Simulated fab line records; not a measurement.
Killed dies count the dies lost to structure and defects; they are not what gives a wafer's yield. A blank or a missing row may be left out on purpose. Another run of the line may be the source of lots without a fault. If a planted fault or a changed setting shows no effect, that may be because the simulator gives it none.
A lot that was struck, set against a sound lot | flow sky130 | 36 out of 708 route steps
Sound: the wafers L705.2, L705.3, L705.4. Struck: wafers L723.2, L723.3, L723.4. At the end, the cause is stated.
Order at every step that has rows: each side's tool, ch and its chambers, its first start. Under that, the readings that differ: sound wafers | struck wafers | difference of the means | sigmas: that difference in standard deviations of wafers without a fault.
alike: words and numbers the same on both sides, and readings whose means are apart by under 2 such deviations; not compared: readings that were withheld, readings missing a value for some wafer, numbers with overlapping values and no deviation given by the record, and bounds like >300 which may hide the same value.
A row with sigmas, a row that says differs or no value, or rows on one side alone: a step with any of these is where the two part. Numbers that don't overlap but have no deviation are shown without sigmas and don't part them. A reading that every wafer of one side lacks parts them only if that side has two wafers or more.

first, 10 steps without rows for these wafers: SKY_POLY_CUT_ETCH_10 (etches BARC in N2/H2, stops on SiO2, time 45.9 s, target depth 60 nm); SKY_POLY_CUT_ETCH_11 (etches Si3N4 in CF4/CH2F2/Ar, stops on poly-Si, time 42.5 s, target depth 60 nm); SKY_POLY_CUT_STRIP_12 (strips in O2/N2); SKY_SD_P_DEHYDRATE_00 (time 60 s); SKY_SD_P_HMDS_01 (prime time 60 s); SKY_SD_P_COAT_02 (resist thk 1140 nm); SKY_SD_P_SOFTBAKE_03 (time 60 s); SKY_SD_P_EXPOSE_04 (exposes mask PSDM, target cd 380 nm); SKY_SD_P_PEB_05; SKY_SD_P_DEVELOP_06 (develop time 60 s).
SKY_SD_P_IMPLANT_09:
  sound on implanter-02 ch 0, day 25 23:19; struck on implanter-04 ch 0, day 31 20:03
  alike: beamOnS, doseIonsCm2
SKY_SD_P_STRIP_10: strips in O2/N2.
  sound on plasmaAsher-02 ch 0,1, day 25 23:26; struck on plasmaAsher-02 ch 0,1, day 31 20:11
reading                  | sound             | struck            | difference | sigmas
oesProductAu (a.u.)      | 0.610 0.620 0.613 | 0.584 0.592 0.587 | -0.027     | -6
stripTimeToEndpointS (s) | 17.52 17.52 17.51 | 19.00 18.97 18.98 | +1.47      | +29
  alike: drypumpMotorCurrentA
  not compared: rfHoursCounterH
SKY_SD_P_TW_MEAS_11:
  sound: filmMetro-01 at day 25 23:33; struck: filmMetro-02 at day 31 20:31
reading | sound          | struck         | difference | sigmas
SD_P_TW | 2861 2852 2857 | 3108 3117 3106 | +254       | +12
then, 21 steps without rows for these wafers: SKY_RES_XHIGH_DEHYDRATE_00 (time 60 s); SKY_RES_XHIGH_HMDS_01 (prime time 60 s); SKY_RES_XHIGH_COAT_02 (resist thk 1140 nm); SKY_RES_XHIGH_SOFTBAKE_03 (time 60 s); SKY_RES_XHIGH_EXPOSE_04 (exposes mask URPM, target cd 1270 nm); SKY_RES_XHIGH_PEB_05; SKY_RES_XHIGH_DEVELOP_06 (develop time 60 s); SKY_RES_XHIGH_IMPLANT_07; SKY_RES_XHIGH_STRIP_08 (strips in O2/N2); SKY_SD_N_DEHYDRATE_00 (time 60 s); SKY_SD_N_HMDS_01 (prime time 60 s); SKY_SD_N_COAT_02 (resist thk 1140 nm); SKY_SD_N_SOFTBAKE_03 (time 60 s); SKY_SD_N_EXPOSE_04 (exposes mask NSDM, target cd 380 nm); SKY_SD_N_PEB_05; SKY_SD_N_DEVELOP_06 (develop time 60 s); SKY_SD_N_IMPLANT_09; SKY_SD_N_IMPLANT_10; SKY_SD_N_STRIP_11 (strips in O2/N2); SKY_SD_N_CLEAN_13 (cleans in SC1/SC2, time 150 s); SKY_SD_N_RTA_14 (time 2 s).
-- the record jumps here: 2 days lie between the struck wafers' starts before and after --
SKY_SD_N_RS_MEAS_17: uses a four-point probe to measure.
  sound: filmMetro-02 at day 28 11:05; struck: filmMetro-03 at day 34 01:59
reading          | sound             | struck            | difference | sigmas
SD_P_RS (ohm/sq) | 147.2 146.8 146.9 | 138.2 138.1 137.9 | -8.9       | -23
-- here the record skips 16 days between the struck wafers' starts before and after, leaving off in module SD_N and picking up in module PAD_OPEN (first step shown: number 708 of the route) --
SKY_PAD_OPEN_PROBE_99:
  sound: prober-01 at day 46 05:50; struck: prober-01 at day 50 06:20
reading                            | sound             | struck            | difference | sigmas
model.etest.resHighPo.lineOhmUm    | 755.1 718.8 738.3 | 516.5 521.6 524.8 | -216.4     | 
model.etest.resPdiff.lineOhmUm     | 1366 1346 1416    | 1161 1156 1125    | -229       | 
model.etest.liconHighPo.rcOhm      | 350 336.2 342.9   | 196 205.4 199.9   | -143       | 
model.etest.pfetG5v0d10v5.rOnOhmUm | 4748 4808 4792    | 4686 4539 4590    | -178       | 
model.etest.liconPdiff.rcOhm       | 556.8 570.7 569.8 | 485.4 466.8 473.9 | -90.4      | 
model.etest.resHighPo.rsOhmSq      | 266 259.7 259.8   | 176.7 181 181.5   | -82.1      | 
model.etest.resPdiffHv.rsOhmSq     | 188.8 187.8 191.4 | 158.8 156.9 156.6 | -31.9      | 
  not compared: model.etest.pfet_01v8.rOnOhmUm

## WHERE THEY PART
Earliest at SKY_SD_P_STRIP_10; latest, in this record, at SKY_SD_N_RS_MEAS_17.

WHY: the cause the simulator had injected
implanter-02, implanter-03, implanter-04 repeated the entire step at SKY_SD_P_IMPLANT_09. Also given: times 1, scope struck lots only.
